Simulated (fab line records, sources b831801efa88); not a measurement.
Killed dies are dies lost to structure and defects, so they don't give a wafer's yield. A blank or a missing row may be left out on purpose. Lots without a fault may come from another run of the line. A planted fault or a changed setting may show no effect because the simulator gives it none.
One fault seen from 2 desks | flow gf180mcu | each desk has only its own numbers; what lay behind them comes last

THE METROLOGY DESK
What the gauges read, lot by lot, whatever tool the lot ran on: means of the sampled wafers that have a number. A lot is out of limits, marked OUT, if its mean lies more than 4 standard deviations from the usual mean; the brackets give that distance.
Columns: A = VT_IMPLANT_2_TW at GF_VT_IMPLANT_TW_MEAS_21, usual 1213; B = MVPSD_RS at GF_VT_IMPLANT_RS_MEAS_49, usual 1168.4 ohm/sq; C = DUAL_GATE_OXIDATION_00_THK at GF_DUAL_GATE_THK_MEAS_03, usual 10.85 nm
lot  | first seen here | A    | B      | C
L976 | day 7 04:24     | 1213 | 1167.0 | 10.69
L977 | day 7 06:31     | 1204 | 1166.3 | 10.66
L979 | day 7 19:36     | 1210 | 1165.5 | 10.77
L981 | day 8 07:16     | 1213 | 1166.1 | 9.54 (-8.2) OUT
L982 | day 8 14:31     | 1216 | 1169.0 | 10.92
L984 | day 9 02:56     | 1205 | 1165.6 | 9.47 (-8.6) OUT
L987 | day 10 00:44    | 1210 | 1171.8 | 10.81
L988 | day 10 05:52    | 1211 | 1165.2 | 10.90
L990 | day 10 17:21    | 1209 | 1168.0 | 10.69
L991 | day 10 23:37    | 1208 | 1167.7 | 11.17
L993 | day 11 12:46    | 1212 | 1163.6 | 10.87
L995 | day 12 03:31    | 1206 | 1167.3 | 10.88
This desk's finding: out of limits on L981, L984; first on L981, day 9 19:19 (DUAL_GATE_OXIDATION_00_THK at GF_DUAL_GATE_THK_MEAS_03). In limits: L976, L977, L979, L982, L987, L988, L990, L991, L993, L995.

THE TOOL OWNER'S DESK: furnace-01
The tool's own readings at GF_DUAL_GATE_OXIDATION_02 (stabilise 600 s, purge 300 s, target thk 10.887 nm): means of the sampled wafers that have a number, for each lot that ran on this tool. A lot is out of limits, marked OUT, if its mean lies more than 4 standard deviations from the usual mean; the brackets give that distance.
Columns: A = spike_tc_bottom_C at GF_DUAL_GATE_OXIDATION_02, usual 918.1 C; B = spike_tc_centre_C at GF_DUAL_GATE_OXIDATION_02, usual 900.7 C; C = spike_tc_lower_C at GF_DUAL_GATE_OXIDATION_02, usual 901.5 C; D = spike_tc_top_C at GF_DUAL_GATE_OXIDATION_02, usual 907.8 C; E = spike_tc_upper_C at GF_DUAL_GATE_OXIDATION_02, usual 899.6 C; F = tube_center_temp_C at GF_DUAL_GATE_OXIDATION_02, usual 899.99 C; G = tube_center_temp_C_max at GF_DUAL_GATE_OXIDATION_02, usual 902.3
lot  | first seen here | A                | B               | C                | D     | E                | F                        | G
L976 | day 8 16:19     | 919.3            | 899.8           | 899.5            | 910.0 | 898.7            | 900.01                   | 902.1
L977 | day 8 16:19     | 918.6            | 899.7           | 899.9            | 910.8 | 898.0            | 899.96                   | 902.3
L981 | day 9 17:52     | 906.7 (-8.8) OUT | 888.4 (-10) OUT | 889.1 (-8.9) OUT | 899.0 | 886.2 (-8.9) OUT | 888.37 (-99 or more) OUT | 891.1 (-31) OUT
L984 | day 10 17:43    | 906.3 (-9.1) OUT | 888.1 (-11) OUT | 889.5 (-8.5) OUT | 898.4 | 887.6 (-8.0) OUT | 888.39 (-99 or more) OUT | 890.3 (-33) OUT
L995 | day 13 20:29    | 918.3            | 900.2           | 900.0            | 910.4 | 898.8            | 900.02                   | 902.1
This desk's finding: out of limits on L981, L984; first on L981, day 9 17:52 (spike_tc_bottom_C at GF_DUAL_GATE_OXIDATION_02). In limits: L976, L977, L995.

PUT TOGETHER
The tool owner's desk could have raised an alarm at day 9 17:52, on L981, L984.
The metrology desk could have raised an alarm at day 9 19:19, on L981, L984.
Of the lots named, all ran GF_DUAL_GATE_OXIDATION_02 on furnace-01.

WHAT THE SIMULATOR HAD PUT IN
Process parameter drift: furnace-01, from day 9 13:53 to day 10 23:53, at GF_DUAL_GATE_OXIDATION_02. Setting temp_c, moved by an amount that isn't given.
Lots struck among those shown: L981, L984.
Hours from the fault's start to each desk's first reading out of limits: the tool owner's desk, 4; the metrology desk, 5.
